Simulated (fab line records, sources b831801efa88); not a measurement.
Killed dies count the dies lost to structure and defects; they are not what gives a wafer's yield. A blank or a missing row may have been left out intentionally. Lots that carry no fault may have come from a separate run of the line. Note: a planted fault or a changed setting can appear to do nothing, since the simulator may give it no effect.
What tool caused it? / flow gf180mcu / Sampling: 15 lots, 45 wafers, 4 of 602 route steps

WHAT THE GAUGES SHOWED, per wafer
GF_VT_IMPLANT_OVL_MEAS_07. Usual: VT_IMPLANT_OVL gives 0.6 nm (standard deviation 1.1).
lot=L934; measured=day 5 16:11; on=overlay-02; VT_IMPLANT_OVL (nm)=-1.9 0.3 1.6; flag=
lot=L935; measured=day 5 20:33; on=overlay-02; VT_IMPLANT_OVL (nm)=0.0 0.4 0.3; flag=
lot=L936; measured=day 6 01:26; on=overlay-01; VT_IMPLANT_OVL (nm)=0.6 0.9 2.2; flag=
lot=L937; measured=day 6 08:41; on=overlay-02; VT_IMPLANT_OVL (nm)=0.1 -0.2 -1.6; flag=
lot=L938; measured=day 6 16:08; on=overlay-01; VT_IMPLANT_OVL (nm)=-1.2 0.2 -0.3; flag=
lot=L941; measured=day 7 14:09; on=overlay-01; VT_IMPLANT_OVL (nm)=0.2 -0.2 0.0; flag=
lot=L942; measured=day 7 16:57; on=overlay-01; VT_IMPLANT_OVL (nm)=0.0 1.0 -2.6; flag=
lot=L953; measured=day 10 11:59; on=overlay-01; VT_IMPLANT_OVL (nm)=0.3 1.8 1.5; flag=
lot=L954; measured=day 10 17:17; on=overlay-01; VT_IMPLANT_OVL (nm)=1.0 -0.4 -1.9; flag=
lot=L955; measured=day 10 23:38; on=overlay-01; VT_IMPLANT_OVL (nm)=2.3 2.0 3.0; flag=
lot=L956; measured=day 11 04:26; on=overlay-02; VT_IMPLANT_OVL (nm)=1.1 0.8 0.2; flag=
lot=L957; measured=day 11 13:43; on=overlay-02; VT_IMPLANT_OVL (nm)=1.5 2.4 0.2; flag=

GF_VT_IMPLANT_OVL_MEAS_29. Usual: VT_IMPLANT_02_OVL gives 0.5 nm (standard deviation 1.4).
lot=L934; measured=day 6 22:42; on=overlay-01; VT_IMPLANT_02_OVL (nm)=1.6 -1.2 2.2; flag=
lot=L935; measured=day 7 02:38; on=overlay-01; VT_IMPLANT_02_OVL (nm)=1.2 1.6 0.8; flag=
lot=L936; measured=day 7 08:51; on=overlay-01; VT_IMPLANT_02_OVL (nm)=-1.2 -1.9 -0.4; flag=
lot=L937; measured=day 7 16:38; on=overlay-01; VT_IMPLANT_02_OVL (nm)=1.7 -1.1 -0.7; flag=
lot=L938; measured=day 8 00:18; on=overlay-02; VT_IMPLANT_02_OVL (nm)=1.4 1.5 1.3; flag=
lot=L941; measured=day 8 23:02; on=overlay-01; VT_IMPLANT_02_OVL (nm)=0.3 -1.3 0.3; flag=
lot=L942; measured=day 9 02:12; on=overlay-01; VT_IMPLANT_02_OVL (nm)=3.2 3.8 -0.5; flag=
lot=L953; measured=day 12 00:53; on=overlay-02; VT_IMPLANT_02_OVL (nm)=-1.2 -1.9 -0.9; flag=
lot=L954; measured=day 12 06:25; on=overlay-01; VT_IMPLANT_02_OVL (nm)=-0.8 -1.3 -0.1; flag=
lot=L955; measured=day 12 13:35; on=overlay-02; VT_IMPLANT_02_OVL (nm)=-2.4 -0.6 -0.9; flag=
lot=L956; measured=day 12 19:47; on=overlay-02; VT_IMPLANT_02_OVL (nm)=0.4 3.1 1.2; flag=
lot=L957; measured=day 13 05:38; on=overlay-01; VT_IMPLANT_02_OVL (nm)=0.9 3.3 1.4; flag=

GF_VT_IMPLANT_TW_MEAS_43. Usual: VT_IMPLANT_4_TW gives 694 (standard deviation 7.9).
lot=L934; measured=day 7 14:34; on=film metro-02; VT_IMPLANT_4_TW=693 691 696; flag=
lot=L935; measured=day 7 18:32; on=film metro-01; VT_IMPLANT_4_TW=705 704 701; flag=
lot=L936; measured=day 8 01:37; on=film metro-01; VT_IMPLANT_4_TW=710 707 707; flag=
lot=L937; measured=day 8 09:04; on=film metro-02; VT_IMPLANT_4_TW=687 690 689; flag=
lot=L938; measured=day 8 16:25; on=film metro-04; VT_IMPLANT_4_TW=686 686 682; flag=
lot=L941; measured=day 9 16:20; on=film metro-01; VT_IMPLANT_4_TW=704 706 703; flag=
lot=L942; measured=day 9 20:02; on=film metro-02; VT_IMPLANT_4_TW=688 687 689; flag=
lot=L953; measured=day 12 20:10; on=film metro-02; VT_IMPLANT_4_TW=690 693 690; flag=
lot=L954; measured=day 13 01:58; on=film metro-01; VT_IMPLANT_4_TW=703 703 702; flag=
lot=L955; measured=day 13 09:50; on=film metro-01; VT_IMPLANT_4_TW=704 703 704; flag=
lot=L956; measured=day 13 15:40; on=film metro-01; VT_IMPLANT_4_TW=704 702 703; flag=
lot=L957; measured=day 14 02:40; on=film metro-01; VT_IMPLANT_4_TW=710 704 709; flag=

TOOL THAT RAN EACH LOT (tool first, then ch and the chambers of the sampled wafers, then the start)
lot=L934; GF_STI_WET_ETCH_28=wet bench-04 ch 3, day 2 04:32
lot=L935; GF_STI_WET_ETCH_28=wet bench-04 ch 2, day 2 10:35
lot=L936; GF_STI_WET_ETCH_28=wet bench-01 ch 3, day 2 15:02
lot=L937; GF_STI_WET_ETCH_28=wet bench-01 ch 1, day 2 20:29
lot=L938; GF_STI_WET_ETCH_28=wet bench-03 ch 3, day 3 01:51
lot=L941; GF_STI_WET_ETCH_28=wet bench-01 ch 2, day 3 18:49
lot=L942; GF_STI_WET_ETCH_28=wet bench-03 ch 2, day 3 22:17
lot=L946; GF_STI_WET_ETCH_28=wet bench-03 ch 3, day 4 17:49
lot=L947; GF_STI_WET_ETCH_28=wet bench-01 ch 2, day 5 00:32
lot=L948; GF_STI_WET_ETCH_28=wet bench-03 ch 0, day 5 04:32
lot=L953; GF_STI_WET_ETCH_28=wet bench-01 ch 2, day 6 06:44
lot=L954; GF_STI_WET_ETCH_28=wet bench-04 ch 2, day 6 11:21
lot=L955; GF_STI_WET_ETCH_28=wet bench-01 ch 2, day 6 17:05
lot=L956; GF_STI_WET_ETCH_28=wet bench-01 ch 3, day 6 21:26
lot=L957; GF_STI_WET_ETCH_28=wet bench-03 ch 3, day 7 05:10
- GF_STI_WET_ETCH_28: etches SiO2 in dHF, target depth 20 nm, time 40 s.

WHAT THE TOOLS THEMSELVES READ (means of the sampled wafers that have a number; where no wafer has one, the mark that the record gives instead)
GF_STI_WET_ETCH_28. Usual: bath heat duty pct 6.2 %, standard deviation 0.85; run length s 67.9 s, standard deviation 2.7.
lot=L934; tool=wet bench-04; bath heat duty pct (%)=6.9; run length s (s)=65.5; flag=
lot=L935; tool=wet bench-04; bath heat duty pct (%)=6.5; run length s (s)=66.7; flag=
lot=L936; tool=wet bench-01; bath heat duty pct (%)=7.7; run length s (s)=66.7; flag=
lot=L937; tool=wet bench-01; bath heat duty pct (%)=7.3; run length s (s)=66.0; flag=
lot=L938; tool=wet bench-03; bath heat duty pct (%)=5.6; run length s (s)=65.9; flag=
lot=L941; tool=wet bench-01; bath heat duty pct (%)=5.5; run length s (s)=65.9; flag=
lot=L942; tool=wet bench-03; bath heat duty pct (%)=6.4; run length s (s)=67.5; flag=
lot=L946; tool=wet bench-03; bath heat duty pct (%)=-; run length s (s)=-; flag=OFF
lot=L947; tool=wet bench-01; bath heat duty pct (%)=-; run length s (s)=-; flag=OFF
lot=L948; tool=wet bench-03; bath heat duty pct (%)=-; run length s (s)=-; flag=OFF
lot=L953; tool=wet bench-01; bath heat duty pct (%)=5.4; run length s (s)=66.6; flag=
lot=L954; tool=wet bench-04; bath heat duty pct (%)=6.5; run length s (s)=66.7; flag=
lot=L955; tool=wet bench-01; bath heat duty pct (%)=4.9; run length s (s)=67.0; flag=
lot=L956; tool=wet bench-01; bath heat duty pct (%)=7.4; run length s (s)=66.7; flag=
lot=L957; tool=wet bench-03; bath heat duty pct (%)=5.9; run length s (s)=67.2; flag=

THE ANSWER, worked out from the rows above alone
Rule: take the mean of a lot's wafers that have a number; if it is more than 3 standard deviations from the usual mean, the lot is off. A lot without any number at a reading at which 4 lots or more have one is off too. All remaining lots with rows at the step are treated as sound. First the gauges in route order, then the tools' own readings, where a lot's mean is used as printed above. The first step at which some lot is off is used, and at that step the reading that is off furthest; a lot without a number counts as furthest.
Off at GF_STI_WET_ETCH_28 (bath heat duty pct): L946, L947, L948. Without a number there: L946, L947, L948.
A tool fits if, at that step or a process step before it, it ran every lot that is off, and no sound lot after the first of them. Not one of the candidates tried fits.

WHAT THE SIMULATOR HAD PUT IN
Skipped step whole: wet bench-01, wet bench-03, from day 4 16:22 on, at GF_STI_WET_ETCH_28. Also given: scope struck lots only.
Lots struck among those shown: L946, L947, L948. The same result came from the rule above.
